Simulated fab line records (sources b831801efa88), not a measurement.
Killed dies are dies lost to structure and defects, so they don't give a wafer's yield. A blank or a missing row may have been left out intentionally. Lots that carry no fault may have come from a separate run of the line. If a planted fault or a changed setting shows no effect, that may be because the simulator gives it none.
fab line records | flow sky130
[record] lots = 4 | wafers = 12 | last-day = 49
route steps=708 shown LI_CONTACT@371 LOCAL_INTERCONNECT@387 CONTACT@406 PAD_OPEN@708
lots with no fault: from the same line, run without faults
start-h: the number of hours between the record's first day and the start of the first shown wafer of the lot | wait-h: hours from the lot's prior step to this one | " same as the row above | L1.1+2: a row that stands for several wafers | - no value present, or no start provided | * or withheld: withheld | < > ~ a bound
route shown NAME@n: a module of which the file shows steps, and the number in the route of the first | usual: mean/standard deviation taken from wafers without a fault | same: alike in all rows | chamber/n: place in a boat | sites: per-site readings | _std_site: standard deviation of those values | _edge_site: mean of outer sites minus mean of inner sites | radius-mm: how far each site lies from the wafer's centre | mask NAME#n: copy n | behind: the most recent tool/chamber to have shaped the wafer | hold: what put the lot on hold/how long, in hours/how the hold closed | device: whichever transistor did not switch (one of n, p or np) | end of line: the same wafers' tests at the end of the route | a step with no rows: only its recipe | killed: count of dies lost to structure and defects at first sort (not the wafer's yield) | map: dies across one wafer; x = killed, . = not, _ = none there
set.NAME: the setting that was run; set.NAME@STEP: the one run at that earlier step | model.NAME: the simulator's own value behind a step, which no gauge read
lots at some steps of the route; a table a step, a row a wafer
services: a tool's chamber out of use, with start hour (start-h, from the record's first day; less than 0 if before it), hours out, and reason
[[steps]]
[step SKY_LI_CONTACT_EXPOSE_09]
[recipe] mask-id = LICM1 | na = 0.8 | source-shape = annular | sigma-inner = 0.55 | sigma-outer = 0.85 | target-cd-nm = 170 | dose-mj = 38
[step SKY_LI_CONTACT_PEB_10]
[recipe] peb-temp-c = withheld | peb-time-s = withheld | resist = KrF-thick
[step SKY_LI_CONTACT_DEVELOP_11]
[recipe] develop-time-s = 60 | resist = KrF-thick | dev-temp-c = 21
[step SKY_LI_CONTACT_ETCH_14]
[recipe] chemistry = N2/H2 | target = BARC | ion-energy-ev = 200 | source-w = 500 | bias-w = 100 | pressure-mtorr = 30 | n2-flow-sccm = 100 | h2-flow-sccm = 200 | stop-on = SiO2 | time-s = 45.9 | target-depth-a = 600
[step SKY_LI_CONTACT_ETCH_15]
[recipe] target = PSG | chemistry = C4F8/O2/Ar | stop-on = Si | taper-deg = 4.15 | mask-material = KrF-thick | source-w = 1500 | bias-w = 1200 | pressure-mtorr = 40 | c4f8-flow-sccm = withheld | O2_flow_sccm = 6 | Ar_flow_sccm = 300 | time-s = withheld | target-depth-a = 6000
[step SKY_LI_CONTACT_STRIP_16]
[recipe] chemistry = O2/N2 | power-w = 1400 | pressure-mtorr = 1500 | platen-temp-c = withheld | o2-flow-sccm = 3000 | n2-flow-sccm = 300 | overash-fraction = 0.5
[step SKY_LI_CONTACT_CLEAN_17]
[recipe] chemistry = NMP | time-s = 600 | temp-c = 60 | dry = n2-spin
[step SKY_LI_CONTACT_PRE_CLEAN_18]
[recipe] gas = Ar | time-s = 5.6 | bias-v = 358
[step SKY_LI_CONTACT_SPUTTER_19]
[recipe] material = Ti | target-thk-nm = 20 | chamber-pressure-pa = 5 | power-w = 2500 | substrate-temp-c = 200 | time-s = 106.37
[step SKY_LI_CONTACT_SPUTTER_20]
[recipe] material = TiN | target-thk-nm = 20 | chamber-pressure-pa = 5 | power-w = 4000 | time-s = 80
[step SKY_LI_CONTACT_CVD_21]
[recipe] material = W | target-thk-nm = 400 | time-s = 120.56 | temp-c = 400 | pressure-torr = 40
[usual] heater-power-w = 835/73
lot.wafer | tool     | chamber | start-h | wait-h | heater-power-w
L244.2    | cvd-w-01 | 0       | 708.12  | 0.0    | 890
L244.3    | "        | 1       | "       | "      | 860
L244.5    | "        | 1       | "       | "      | 859
L253.2    | cvd-w-01 | 1       | 777.49  | 0.0    | 853
L253.5    | "        | 0       | "       | "      | 889
L253.6    | "        | 1       | "       | "      | 836
L254.4    | cvd-w-01 | 1       | 784.88  | 0.1    | 844
L254.5    | "        | 1       | "       | "      | 876
L254.6    | "        | 0       | "       | "      | 900
L258.1    | cvd-w-02 | 0       | 815.12  | 0.0    | 867
L258.3    | "        | 0       | "       | "      | 839
L258.5    | "        | 0       | "       | "      | 870
[step SKY_LI_CONTACT_CMP_24]
[recipe] stop-on = PSG | t-overpolish-s = 20 | down-force-psi = 3.5 | platen-rpm = 60 | target-thk-nm = 0 | pad-velocity-m-s = 0.94248
[step SKY_LOCAL_INTERCONNECT_SPUTTER_00]
[recipe] material = TiN | target-thk-nm = 100 | temp-c = 300 | power-w = 6500 | time-s = 83.3 | chamber-pressure-pa = 0.4
[step SKY_LOCAL_INTERCONNECT_DEHYDRATE_03]
[recipe] temp-c = 200 | time-s = 60
[step SKY_LOCAL_INTERCONNECT_HMDS_04]
[recipe] prime-time-s = 60 | prime-temp-c = 120
[step SKY_LOCAL_INTERCONNECT_COAT_05]
[recipe] resist = BARC | temp-c = withheld | time-s = withheld | spin-rpm = 3000 | resist-thk-nm = 60
[step SKY_LOCAL_INTERCONNECT_COAT_06]
[recipe] resist = KrF-thick | spin-rpm = 3000 | resist-thk-nm = 450
[step SKY_LOCAL_INTERCONNECT_SOFTBAKE_07]
[recipe] temp-c = 100 | time-s = 90 | resist = KrF-thick
[step SKY_LOCAL_INTERCONNECT_EXPOSE_08]
[recipe] mask-id = LI1M | na = 0.8 | source-shape = annular | sigma-inner = 0.55 | sigma-outer = 0.85 | target-cd-nm = 170 | dose-mj = 28
[step SKY_LOCAL_INTERCONNECT_PEB_09]
[recipe] peb-temp-c = withheld | peb-time-s = withheld | resist = KrF-thick
[step SKY_LOCAL_INTERCONNECT_DEVELOP_10]
[recipe] develop-time-s = 60 | resist = KrF-thick | dev-temp-c = 21
[step SKY_LOCAL_INTERCONNECT_ETCH_13]
[recipe] chemistry = N2/H2 | target = BARC | ion-energy-ev = 200 | bias-w = 100 | pressure-mtorr = 30 | n2-flow-sccm = 100 | h2-flow-sccm = 200 | icp-w = 500 | stop-on = SiO2 | time-s = 45.9 | target-depth-a = 600
[step SKY_LOCAL_INTERCONNECT_METAL_ETCH_14]
[recipe] target-depth-nm = 110 | stop-on = PSG | chemistry = Cl2/BCl3 | target = TiN | resist-sidewall-deg = 88 | pressure-mtorr = 10 | icp-w = 900 | bias-w = 48.5 | Cl2_flow_sccm = 60 | bcl3-flow-sccm = 30 | time-s = 31.4
[step SKY_LOCAL_INTERCONNECT_STRIP_15]
[recipe] chemistry = O2/N2 | power-w = 1400 | pressure-mtorr = 1500 | platen-temp-c = withheld | o2-flow-sccm = 3000 | n2-flow-sccm = 300 | overash-fraction = 0.5
[step SKY_LOCAL_INTERCONNECT_STRIP_16]
[recipe] chemistry = post-etch-residue-remover | time-s = 1200 | temp-c = 72.5
[step SKY_LOCAL_INTERCONNECT_CLEAN_17]
[recipe] chemistry = IPA | time-s = 180 | temp-c = 25
[step SKY_LOCAL_INTERCONNECT_CLEAN_18]
[recipe] chemistry = O3/DIW | dry = n2-spin
[step SKY_CONTACT_CVD_00]
[recipe] material = Si3N4 | target-thk-nm = 75 | temp-c = 400 | time-s = withheld | rf-w = 450
[step SKY_CONTACT_HDPCVD_02]
[recipe] material = SiO2 | target-thk-nm = 565 | sigma-open-frac = 0.3 | time-s = 94.2 | temp-c = 600 | sih4-flow-sccm = 60 | pressure-mtorr = 6
[step SKY_CONTACT_CMP_04]
[recipe] material = SiO2 | down-force-psi = 4 | platen-rpm = 60 | pad-velocity-m-s = 0.94248
[step SKY_CONTACT_DEHYDRATE_06]
[recipe] temp-c = 200 | time-s = 60
[step SKY_PAD_OPEN_PROBE_99]
[usual] killed_at_M0_to_M3 = 43/6.7 | killed_at_M4_up = 3.1/1.9 | killed-at-contacts = 25/5 | killed-at-front-end = 15/4 | killed-at-other = 0.4/0.69 | killed-dies = 87/9.2 | killed-open = 46/7.1 | killed-short = 40/6.8
[same] gross-dies = 492 | killed-at-back-side = 0
lot.wafer | tool      | chamber | start-h | wait-h | killed_at_M0_to_M3 | killed_at_M4_up | killed-at-contacts | killed-at-front-end | killed-at-other | killed-dies | killed-open | killed-short
L253.2    | prober-01 | -       | 1152.53 | 0.1    | 26                 | 5               | 81                 | 15                  | 3               | 130         | 41          | 30
L253.5    | prober-01 | -       | 1152.68 | 0.2    | 40                 | 2               | 15                 | 15                  | 1               | 73          | 42          | 30
L253.6    | prober-01 | -       | 1152.73 | 0.2    | 35                 | 5               | 69                 | 20                  | 1               | 130         | 45          | 37
L254.4    | prober-01 | -       | 1156.09 | 0.2    | 41                 | 2               | 86                 | 12                  | 0               | 141         | 53          | 32
L254.5    | prober-01 | -       | 1156.14 | 0.2    | 57                 | 3               | 66                 | 11                  | 0               | 137         | 53          | 32
L254.6    | prober-01 | -       | 1156.19 | 0.2    | 41                 | 4               | 20                 | 16                  | 0               | 81          | 36          | 44
L258.1    | prober-01 | -       | 1175.57 | 0.1    | 37                 | 3               | 26                 | 18                  | 2               | 86          | 42          | 42
L258.3    | prober-01 | -       | 1175.67 | 0.2    | 42                 | 4               | 21                 | 20                  | 2               | 89          | 42          | 45
L258.5    | prober-01 | -       | 1175.77 | 0.2    | 39                 | 1               | 20                 | 6                   | 1               | 67          | 31          | 34
// killed by level:class
L253.2 LI_CONTACT:unspecified=56 CONTACT:geometric-particle:open=10 VIA1:geometric-particle:open=7 FIELD_ISO:geometric-particle:open=6 CONTACT:geometric-particle:short=5 METAL1:geometric-particle:short=5 LI_CONTACT:geometric-particle:short=4 VIA3:geometric-particle:open=4
L253.5 VIA2:geometric-particle:open=9 CONTACT:geometric-particle:open=7 VIA1:geometric-particle:open=7 METAL1:geometric-particle:short=6 METAL2:geometric-particle:short=5 FIELD_ISO:geometric-particle:open=3 POLY_GATE:geometric-particle:open=3 POLY_GATE:geometric-particle:short=3
L253.6 LI_CONTACT:unspecified=47 LI_CONTACT:geometric-particle:open=8 FIELD_ISO:geometric-particle:open=8 CONTACT:geometric-particle:open=7 METAL1:geometric-particle:short=6 LI_CONTACT:geometric-particle:short=5 VIA3:geometric-particle:short=5 VIA2:geometric-particle:open=5
L254.4 LI_CONTACT:unspecified=56 CONTACT:geometric-particle:open=15 VIA1:geometric-particle:open=11 VIA2:geometric-particle:open=7 LI_CONTACT:geometric-particle:open=5 CONTACT:geometric-particle:short=5 METAL2:geometric-particle:short=5 FIELD_ISO:geometric-particle:short=4
L254.5 LI_CONTACT:unspecified=51 VIA1:geometric-particle:open=14 VIA2:geometric-particle:open=9 VIA3:geometric-particle:open=9 METAL1:geometric-particle:short=6 METAL2:geometric-particle:short=5 LI_CONTACT:geometric-particle:open=5 CONTACT:geometric-particle:open=5
L254.6 VIA1:geometric-particle:short=7 VIA3:geometric-particle:open=6 LOCAL_INTERCONNECT:geometric-particle:short=6 CONTACT:geometric-particle:open=6 METAL1:geometric-particle:short=6 FIELD_ISO:geometric-particle:open=5 METAL2:geometric-particle:short=5 VIA2:geometric-particle:open=5
L258.1 VIA1:geometric-particle:open=10 VIA2:geometric-particle:open=9 CONTACT:geometric-particle:short=8 POLY_GATE:geometric-particle:short=5 LI_CONTACT:geometric-particle:open=5 CONTACT:geometric-particle:open=5 METAL2:geometric-particle:short=5 FIELD_ISO:geometric-particle:open=4
L258.3 CONTACT:geometric-particle:open=9 VIA1:geometric-particle:open=9 VIA3:geometric-particle:open=7 VIA2:geometric-particle:open=6 METAL1:geometric-particle:short=6 POLY_GATE:geometric-particle:short=5 CONTACT:geometric-particle:short=5 POLY_GATE:geometric-particle:open=4
L258.5 VIA3:geometric-particle:open=9 LI_CONTACT:geometric-particle:open=8 VIA1:geometric-particle:open=8 LI_CONTACT:geometric-particle:short=6 VIA1:geometric-particle:short=4 METAL3:geometric-particle:short=4 CONTACT:geometric-particle:short=3 METAL1:geometric-particle:short=3
// map L253.2 (x killed, . not)
__________.........x_________
________........x...x._______
______...x.............._____
_____.......x............____
____x.....x...............___
___.........x.x......x.x...__
__...x..x..x...........x...._
_.....x....x...x....x........
_.......xx.x...x..x.........x
_..x.x..x....xx......x...x..x
_..........xx......xxx.......
_.....x.........x...........x
_....xx..x..xx..x.........x..
_.......xxxx.xx...........x..
_...x...xxxxxx.x............x
__...x.xx.xxxxxxx..x........_
___.....xxxxxxxxxx.xx......__
____..xxxxxxxxxxxx..xx..xx___
_____...xxxxxxxxx......x.____
______...xxxxxxx........_____
________xx.xxx.x.x..x._______
__________xx........_________
// map L254.4 (x killed, . not)
__________..x......._________
________....x..x..x..._______
______x.....xx.x...x...._____
_____.x.x......x.....xx..____
____xxxx........xxxx......___
___.......................x__
__..................x......._
_..xx.....x.xx...x..........x
_.x..xx.........xx..x.x......
_.....x.......x...x...x.....x
_....x..x..x....x.x...x..x.x.
_.x...xx...x................x
_...x...xx..xx...x...........
_.x....x....xxx.......x..x...
_.....x...xxxx.xx.........x..
__x.....x..xxxxx.x..x..x...._
___...x.xxxxxxxx.x..x.x...x__
____....xxxxxxxxx.x.......___
_____.x.xxxxxxxx.....xx..____
______.x.xxxxxxxx.....x._____
________..xxxx.x..x.x._______
__________x.x..x...._________
[[services]]
tool     | chamber | start-h | hours | kind
cvd-w-02 | 0       | 692.46  | 9.8   | repair
cvd-w-02 | 1       | 696.29  | 1.3   | repair
cvd-w-02 | 1       | 727.02  | 6.3   | repair
cvd-w-02 | -       | 758.38  | 0.9   | repair
[[key]]
[first-sign] step = SKY_PAD_OPEN_PROBE_99 | reading = killed-at-contacts | direction = up | sigmas = 10 | usual = 25 | struck = 76
[effect] step = SKY_PAD_OPEN_PROBE_99 | reading = killed-dies | direction = up | sigmas = 5.2 | usual = 87 | struck = 134
met-at SKY_LI_CONTACT_CVD_21
struck-wafers L253.2,L253.6,L254.4,L254.5
tester-left-out L253,L254
onset-between 708.12 777.49
[fault] kind = chamber-particle-source | tool = cvd-w-01 | chamber = 1 | onset-h = 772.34 | steps = SKY_LI_CONTACT_CVD_21 | rate-per-visit-cm2 = 0.77481 | end-h = 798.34
// tester-left-out: of these lots the tester's yield and bins aren't shown, on N5 and GAA mostly nor the transistor test; their killed dies are dies lost to structure and defects alone, not to doping, threshold or leakage, so they don't give the yield
